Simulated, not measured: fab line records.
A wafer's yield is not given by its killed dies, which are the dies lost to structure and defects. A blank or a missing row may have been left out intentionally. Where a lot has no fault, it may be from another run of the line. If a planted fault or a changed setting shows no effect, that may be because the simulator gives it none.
2 desks, one fault || flow gf180mcu || each desk holds nothing but its own numbers, with what lay behind them at the end

METROLOGY DESK
Lot by lot, what the gauges showed, no matter which tool ran the lot: averages of those sampled wafers that carry a number. Any lot whose mean is over 4 standard deviations away from the usual mean is out of limits and marked OUT; that distance is given in the brackets.
Columns: A = cd-nm at GF_M3_CD_MEAS_14, usual 280.2 nm
{"lot": "L217", "first seen here": "day 22 06:22", "A": 281.6}
{"lot": "L220", "first seen here": "day 23 09:06", "A": 280.2}
{"lot": "L222", "first seen here": "day 24 06:47", "A": 280.6}
{"lot": "L224", "first seen here": "day 24 17:05", "A": 280.3}
{"lot": "L225", "first seen here": "day 24 23:22", "A": 281.3}
{"lot": "L227", "first seen here": "day 25 13:58", "A": 280.5}
{"lot": "L232", "first seen here": "day 27 04:02", "A": 280.8}
{"lot": "L233", "first seen here": "day 27 09:31", "A": 281.9}
{"lot": "L235", "first seen here": "day 27 23:28", "A": 279.1}
{"lot": "L237", "first seen here": "day 28 16:05", "A": 278.7}
{"lot": "L238", "first seen here": "day 28 19:14", "A": 279.9}
{"lot": "L239", "first seen here": "day 29 02:07", "A": 280.0}
This desk's verdict: no lot among the 12 shows anything out of limits.

DESK OF THE TOOL OWNER: implanter-02
The tool's own readings at GF_NSD_IMPLANT_10, given as means over the sampled wafers that have a number, one for each lot that went through this tool. Any lot whose mean is over 4 standard deviations away from the usual mean is out of limits and marked OUT; that distance is given in the brackets.
Columns: A = beam-energy-keV at GF_NSD_IMPLANT_10, usual 40.003; B = beam-on-s at GF_NSD_IMPLANT_10, usual 10.00 s; C = tilt-deg at GF_NSD_IMPLANT_10, usual 7.005 degrees
{"lot": "L217", "first seen here": "day 14 01:59", "A": 40.026, "B": 10.07, "C": 7.030}
{"lot": "L220", "first seen here": "day 15 03:35", "A": 40.003, "B": 10.08, "C": 6.988}
{"lot": "L222", "first seen here": "day 15 21:36", "A": 40.024, "B": 10.01, "C": 7.004}
{"lot": "L225", "first seen here": "day 16 15:22", "A": "43.080 (+99 or more) OUT", "B": 9.86, "C": 7.024}
{"lot": "L227", "first seen here": "day 17 08:07", "A": "43.099 (+99 or more) OUT", "B": 9.77, "C": 6.997}
{"lot": "L237", "first seen here": "day 20 22:53", "A": 39.996, "B": 10.01, "C": 7.013}
{"lot": "L239", "first seen here": "day 21 12:10", "A": 40.006, "B": 10.00, "C": 6.998}
This desk finds L225, L227 out of limits, L225 being first, at day 16 15:22 (beam-energy-keV at GF_NSD_IMPLANT_10). Within limits: L217, L220, L222, L237, L239.

TAKEN TOGETHER
An alarm could have come from the tool owner's desk at day 16 15:22, on L225, L227.
Nothing out of limits was seen by the metrology desk.
The metrology desk holds a record of L225, L227, inside its limits.
The lots listed all ran GF_NSD_IMPLANT_10 on implanter-02.

WHAT THE SIMULATOR HAD PUT IN
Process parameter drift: implanter-02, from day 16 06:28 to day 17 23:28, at GF_NSD_IMPLANT_10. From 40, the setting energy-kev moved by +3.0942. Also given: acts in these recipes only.
Lots struck among those shown: L225, L227.
Delay in hours, fault start to first out-of-limits reading, by desk: the tool owner's desk at 9.
